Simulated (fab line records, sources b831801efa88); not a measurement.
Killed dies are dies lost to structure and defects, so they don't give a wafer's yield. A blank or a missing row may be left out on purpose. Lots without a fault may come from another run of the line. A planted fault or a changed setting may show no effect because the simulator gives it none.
Which tool did it? | flow gf180mcu | 13 lots, 39 wafers sampled, at 2 steps of a route of 602

WHAT THE GAUGES READ, wafer by wafer
GF_V4_THK_MEAS_25: measures by xrf. Usual: V4_W_THK 354 nm, standard deviation 6.9.
lot  | measured     | on            | V4_W_THK (nm) | flag
L244 | day 24 08:10 | film_metro-04 | 344 347 347   |
L247 | day 25 16:59 | film_metro-02 | 361 354 354   |
L248 | day 25 23:55 | film_metro-01 | 364 368 363   |
L249 | day 26 03:47 | film_metro-04 | 350 352 352   |
L250 | day 26 12:33 | film_metro-01 | 357 356 358   |
L252 | day 27 05:43 | film_metro-04 | 344 346 344   |
L254 | day 27 21:50 | film_metro-01 | 367 363 361   |
L255 | day 28 07:31 | film_metro-01 | 362 353 356   |
L257 | day 28 16:47 | film_metro-01 | 359 369 363   |
L258 | day 28 23:55 | film_metro-02 | 356 359 360   |
L259 | day 29 07:29 | film_metro-02 | 349 347 354   |
L261 | day 29 21:44 | film_metro-02 | 349 350 347   |
L267 | day 31 09:44 | film_metro-02 | 354 347 347   |

WHICH TOOL RAN EACH LOT (tool, then ch and the chambers of the sampled wafers, then the start)
lot  | GF_SALICIDE_SPUTTER_03
L244 | pvd_sputter-03, day 15 01:09
L247 | pvd_sputter-04, day 16 07:56
L248 | pvd_sputter-02, day 16 16:17
L249 | pvd_sputter-04, day 16 23:04
L250 | pvd_sputter-04, day 17 05:45
L252 | pvd_sputter-02, day 18 01:14
L254 | pvd_sputter-04, day 18 21:10
L255 | pvd_sputter-02, day 19 06:52
L257 | pvd_sputter-04, day 19 18:41
L258 | pvd_sputter-04, day 20 05:58
L259 | pvd_sputter-04, day 20 14:53
L261 | pvd_sputter-03, day 21 08:17
L267 | pvd_sputter-04, day 23 06:43
- GF_SALICIDE_SPUTTER_03: material TiN, target thk 20 nm, time 16.7 s.

WHAT THE TOOLS THEMSELVES READ (means of the sampled wafers that have a number; where no wafer has one, the mark that the record gives instead)
GF_SALICIDE_SPUTTER_03. Usual: chamber_pressure_pa 0.4000 Pa, standard deviation 0.0008; throttle_valve_pct 30.1 %, standard deviation 1.1.
lot  | tool           | chamber_pressure_pa (Pa) | throttle_valve_pct (%) | flag
L244 | pvd_sputter-03 | 0.3997                   | 29.8                   |
L247 | pvd_sputter-04 | 0.3995                   | 30.8                   |
L248 | pvd_sputter-02 | 0.4007                   | 30.2                   |
L249 | pvd_sputter-04 | 0.4004                   | 30.7                   |
L250 | pvd_sputter-04 | 0.4004                   | 30.6                   |
L252 | pvd_sputter-02 | 0.4000                   | 28.3                   |
L254 | pvd_sputter-04 | 0.4003                   | 30.6                   |
L255 | pvd_sputter-02 | 0.3996                   | 29.7                   |
L257 | pvd_sputter-04 | 0.4004                   | 30.7                   |
L258 | pvd_sputter-04 | 0.4001                   | 30.8                   |
L259 | pvd_sputter-04 | 0.4005                   | 30.7                   |
L261 | pvd_sputter-03 | 0.3996                   | 29.7                   |
L267 | pvd_sputter-04 | 0.3999                   | 30.6                   |

THE ANSWER, worked out from the rows above alone
Rule: a lot is off if the mean of its wafers that have a number lies more than 3 standard deviations from the usual mean. A lot without any number at a reading at which 4 lots or more have one is off too. The other lots that the step has rows for count as sound. The gauges are gone through in route order, then the tools' own readings, and for those a lot's mean is taken as printed above. The first step at which some lot is off is used, and at that step the reading that is off furthest; a lot without a number counts as furthest.
No lot is off at any reading shown: from this, nothing can be told.

WHAT THE SIMULATOR HAD PUT IN
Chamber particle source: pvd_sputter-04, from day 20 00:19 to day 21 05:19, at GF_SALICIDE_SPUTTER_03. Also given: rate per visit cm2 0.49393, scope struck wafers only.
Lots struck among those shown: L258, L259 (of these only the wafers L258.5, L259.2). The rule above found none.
